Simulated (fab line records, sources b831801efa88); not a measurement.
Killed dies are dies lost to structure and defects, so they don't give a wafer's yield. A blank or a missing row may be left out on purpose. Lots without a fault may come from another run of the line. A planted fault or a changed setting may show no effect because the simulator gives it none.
Which tool did it? | flow gf180mcu | 13 lots, 39 wafers sampled, at 4 steps of a route of 602

WHAT THE GAUGES READ, wafer by wafer
GF_HV_LDD_TW_MEAS_23.
lot  | measured     | on            | HV_LDD_2_TW
L984 | day 11 02:02 | film_metro-02 | 1036 1036 1036
L988 | day 12 06:20 | film_metro-04 | 1070 1061 1064
L989 | day 12 22:13 | film_metro-04 | 1061 1062 1061
L991 | day 13 06:19 | film_metro-01 | 1053 1043 1053
L992 | day 13 17:08 | film_metro-04 | 1062 1058 1067
L998 | day 15 15:00 | film_metro-01 | 1044 1039 1042
L100 | day 16 04:34 | film_metro-04 | 1061 1060 1069
L999 | day 16 05:14 | film_metro-02 | 1031 1039 1035
L101 | day 16 09:13 | film_metro-01 | 1052 1057 1052
L102 | day 17 00:02 | film_metro-04 | 1065 1072 1072
L103 | day 17 08:36 | film_metro-02 | 1036 1032 1037
L104 | day 17 11:27 | film_metro-04 | 1069 1065 1063
L105 | day 17 16:31 | film_metro-04 | 1067 1069 1066

GF_PSD_OVL_MEAS_08.
lot  | measured     | on         | PSD_OVL (nm)
L984 | day 14 15:08 | overlay-01 | 2.3 0.8 0.9
L988 | day 15 21:34 | overlay-01 | -1.3 -1.0 2.1
L989 | day 16 16:14 | overlay-02 | -1.2 -1.9 0.3
L991 | day 16 23:10 | overlay-02 | 0.4 1.4 0.7
L992 | day 17 12:20 | overlay-01 | 0.4 0.0 0.2
L998 | day 19 17:36 | overlay-02 | 1.8 1.8 0.3
L100 | day 20 10:16 | overlay-02 | -1.4 1.4 0.2
L999 | day 20 09:11 | overlay-02 | 0.5 1.0 2.6
L101 | day 20 14:42 | overlay-02 | -2.0 0.3 -0.1
L102 | day 21 04:04 | overlay-02 | 0.3 -1.4 -3.6
L103 | day 21 11:53 | overlay-01 | 0.1 0.5 0.5
L104 | day 21 15:07 | overlay-02 | -0.7 1.8 -0.4
L105 | day 21 21:53 | overlay-02 | -1.2 -0.8 -2.0

GF_SALICIDE_THK_MEAS_05: measures by xrf.
lot  | measured     | on            | SALICIDE_TIN_THK (nm)
L984 | day 15 13:42 | film_metro-04 | 19.99 19.90 19.95
L988 | day 16 21:14 | film_metro-02 | 19.97 19.09 19.81
L989 | day 17 16:18 | film_metro-02 | 19.17 19.74 19.60
L991 | day 18 00:11 | film_metro-04 | 19.93 20.13 20.14
L992 | day 18 12:28 | film_metro-04 | 19.95 20.38 19.95
L998 | day 20 19:44 | film_metro-04 | 19.70 19.81 19.72
L100 | day 21 11:20 | film_metro-02 | 19.79 20.19 20.07
L999 | day 21 10:23 | film_metro-04 | 20.27 19.93 20.24
L101 | day 21 15:41 | film_metro-02 | 19.42 19.43 19.60
L102 | day 22 05:26 | film_metro-02 | 19.68 19.89 19.63
L103 | day 22 12:57 | film_metro-02 | 19.23 19.50 19.57
L104 | day 22 15:53 | film_metro-04 | 19.82 19.82 20.14
L105 | day 22 22:38 | film_metro-04 | 19.91 20.14 20.16

WHICH TOOL RAN EACH LOT (tool, then ch and the chambers of the sampled wafers, then the start)
lot  | GF_SALICIDE_SPUTTER_03
L984 | pvd_sputter-01, day 15 13:32
L988 | pvd_sputter-04, day 16 21:05
L989 | pvd_sputter-04, day 17 16:08
L991 | pvd_sputter-01, day 18 00:03
L992 | pvd_sputter-03, day 18 12:20
L998 | pvd_sputter-03, day 20 19:34
L100 | pvd_sputter-01, day 21 11:11
L999 | pvd_sputter-03, day 21 10:14
L101 | pvd_sputter-04, day 21 15:32
L102 | pvd_sputter-04, day 22 05:17
L103 | pvd_sputter-04, day 22 12:40
L104 | pvd_sputter-04, day 22 15:44
L105 | pvd_sputter-04, day 22 22:29
- GF_SALICIDE_SPUTTER_03: material TiN, target thk 20 nm, time 16.7 s.

WHAT THE TOOLS THEMSELVES READ (means of the sampled wafers that have a number; where no wafer has one, the mark that the record gives instead)
GF_SALICIDE_SPUTTER_03.
lot  | tool           | cathode_dc_power_W (W) | throttle_valve_pct (%)
L984 | pvd_sputter-01 | 6500.4                 | 29.2
L988 | pvd_sputter-04 | 6437.0                 | 29.3
L989 | pvd_sputter-04 | 6436.5                 | 29.3
L991 | pvd_sputter-01 | 6500.8                 | 29.5
L992 | pvd_sputter-03 | 6499.8                 | 30.9
L998 | pvd_sputter-03 | 6499.6                 | 31.0
L100 | pvd_sputter-01 | 6500.5                 | 28.6
L999 | pvd_sputter-03 | 6500.2                 | 30.2
L101 | pvd_sputter-04 | 6500.0                 | 29.2
L102 | pvd_sputter-04 | 6499.8                 | 29.3
L103 | pvd_sputter-04 | 6500.3                 | 29.6
L104 | pvd_sputter-04 | 6498.9                 | 29.7
L105 | pvd_sputter-04 | 6498.6                 | 29.3

THE ANSWER, worked out from the rows above alone
Rule: what is usual is taken from the lots themselves. Put in order of their means at a reading, lots are off if they are a third of the lots or fewer, leave a main group of 4 or more, and stand apart from it by a gap of 3 or more times the standard deviation of the main group's means; of several such gaps the widest counts. A main group whose means are all the same, to the digits that the tables above print for the reading, isn't used. A lot without any number at a reading at which 4 lots or more have one is off too. The other lots that the step has rows for count as sound. The gauges are gone through in route order, then the tools' own readings, and for those a lot's mean is taken as printed above. The first step at which some lot is off is used, and at that step the reading that is off furthest; a lot without a number counts as furthest.
Off: L988, L989, at GF_SALICIDE_SPUTTER_03 (cathode_dc_power_W). The main group: mean 6499.9 W, standard deviation 0.64.
A tool fits if, at that step or a process step before it, it ran every lot that is off, and no sound lot after the first of them. None of those tried fits.

WHAT THE SIMULATOR HAD PUT IN
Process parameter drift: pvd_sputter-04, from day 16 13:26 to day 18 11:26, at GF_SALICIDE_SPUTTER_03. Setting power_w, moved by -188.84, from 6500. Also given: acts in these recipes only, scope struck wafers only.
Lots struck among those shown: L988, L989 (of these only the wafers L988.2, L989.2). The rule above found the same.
